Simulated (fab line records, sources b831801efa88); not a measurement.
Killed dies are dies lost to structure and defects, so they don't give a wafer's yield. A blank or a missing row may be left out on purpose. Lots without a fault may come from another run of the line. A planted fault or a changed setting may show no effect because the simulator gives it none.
A struck lot beside a sound one | flow sky130 | 17 steps out of a route of 708
Sound: wafers L856.3, L856.4, L856.6. Struck: wafers L861.3, L861.4, L861.5. The cause comes at the end.
At each step with rows: each side's tool, then ch and its chambers, then its first start. Under that, the readings that differ: sound wafers | struck wafers | difference of the means | sigmas: that difference in standard deviations of wafers without a fault.
alike: readings whose means differ by less than 2 such deviations, and words and numbers that are the same on both sides. not compared: withheld readings, readings that some wafer has no value for, bounds like >300 that may hide the same value, and numbers for which the record gives no deviation and whose values overlap.
The two part at a step that has a row with sigmas, a row that says differs or no value, or rows on one side only. Numbers that don't overlap but have no deviation are shown without sigmas and don't part them. A reading that every wafer of one side lacks parts them only if that side has two wafers or more.

first, 1 step without rows for these wafers: SKY_LDD_N_IMPLANT_15.
SKY_LDD_N_STRIP_16: strips in O2/N2.
  sound on plasma_asher-02 ch 0,1, day 22 08:50; struck on plasma_asher-02 ch 0,1, day 24 01:20
  alike: drypump_motor_current_A, oes_product_au, strip_time_to_endpoint_s
  not compared: rf_hours_counter_h
SKY_LDD_N_TW_MEAS_17:
  sound on film_metro-04, day 22 08:55; struck on film_metro-01, day 24 01:25
  alike: LDD_N_TW
then, 7 steps without rows for these wafers: SKY_LDD_P_DEHYDRATE_00 (time 60 s); SKY_LDD_P_HMDS_01 (prime time 60 s); SKY_LDD_P_COAT_02 (resist thk 1140 nm); SKY_LDD_P_SOFTBAKE_03 (time 60 s); SKY_LDD_P_EXPOSE_04 (exposes mask PSDM, target cd 380 nm); SKY_LDD_P_PEB_05; SKY_LDD_P_DEVELOP_06 (develop time 60 s).
SKY_LDD_P_CD_MEAS_07: target cd 380 nm.
  sound on cd_sem-01, day 23 15:04; struck on cd_sem-02, day 25 07:08
  alike: cd_nm
SKY_LDD_P_OVL_MEAS_08:
  sound on overlay-02, day 23 15:10; struck on overlay-01, day 25 07:14
  alike: LDD_P_OVL
SKY_LDD_P_IMPLANT_09:
  sound on implanter-02 ch 0, day 23 15:14; struck on implanter-02 ch 0, day 25 07:19
  reading                   | sound                | struck               | difference | sigmas
  beam_energy_keV           | 25.012 25.000 25.005 | 26.485 26.466 26.476 | +1.470     | +99 or more
  model.implant.rp_nm (nm)  | 20.58 20.58 20.58    | 22.04 22.04 22.04    | +1.46      |
  model.implant.drp_nm (nm) | 11.41 11.41 11.41    | 11.88 11.88 11.88    | +0.47      |
  alike: faraday_current_uA
SKY_LDD_P_STRIP_10: strips in O2/N2.
  sound on plasma_asher-01 ch 0,1, day 23 15:22; struck on plasma_asher-01 ch 0,1, day 25 07:26
  alike: drypump_motor_current_A, oes_product_au, strip_time_to_endpoint_s
  not compared: rf_hours_counter_h
SKY_LDD_P_TW_MEAS_11:
  sound on film_metro-03, day 23 15:28; struck on film_metro-03, day 25 07:32
  reading  | sound       | struck      | difference | sigmas
  LDD_P_TW | 642 645 644 | 655 657 656 | +12        | +4
then, 1 step without rows for these wafers: SKY_LDD_HVN_DEHYDRATE_00 (time 60 s).
-- the record jumps here: 25 days lie between the struck wafers' starts before and after (it left off in module LDD_HVN and takes up again in module PAD_OPEN, whose first step shown is number 708 of the route) --
SKY_PAD_OPEN_PROBE_99:
  sound on prober-02, day 48 19:10; struck on prober-01, day 49 22:41
  alike: killed_at_M0_to_M3, killed_at_M4_up, killed_at_contacts, killed_at_front_end, killed_at_other, killed_dies, killed_open, killed_short

WHERE THEY PART
First at SKY_LDD_P_IMPLANT_09; last, within this record, at SKY_LDD_P_TW_MEAS_11. Later steps at which nothing parts them and some readings are alike: SKY_PAD_OPEN_PROBE_99.

WHY: what the simulator had put in
Process parameter drift: implanter-02, from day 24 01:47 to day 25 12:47, at SKY_LDD_P_IMPLANT_09. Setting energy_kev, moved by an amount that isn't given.
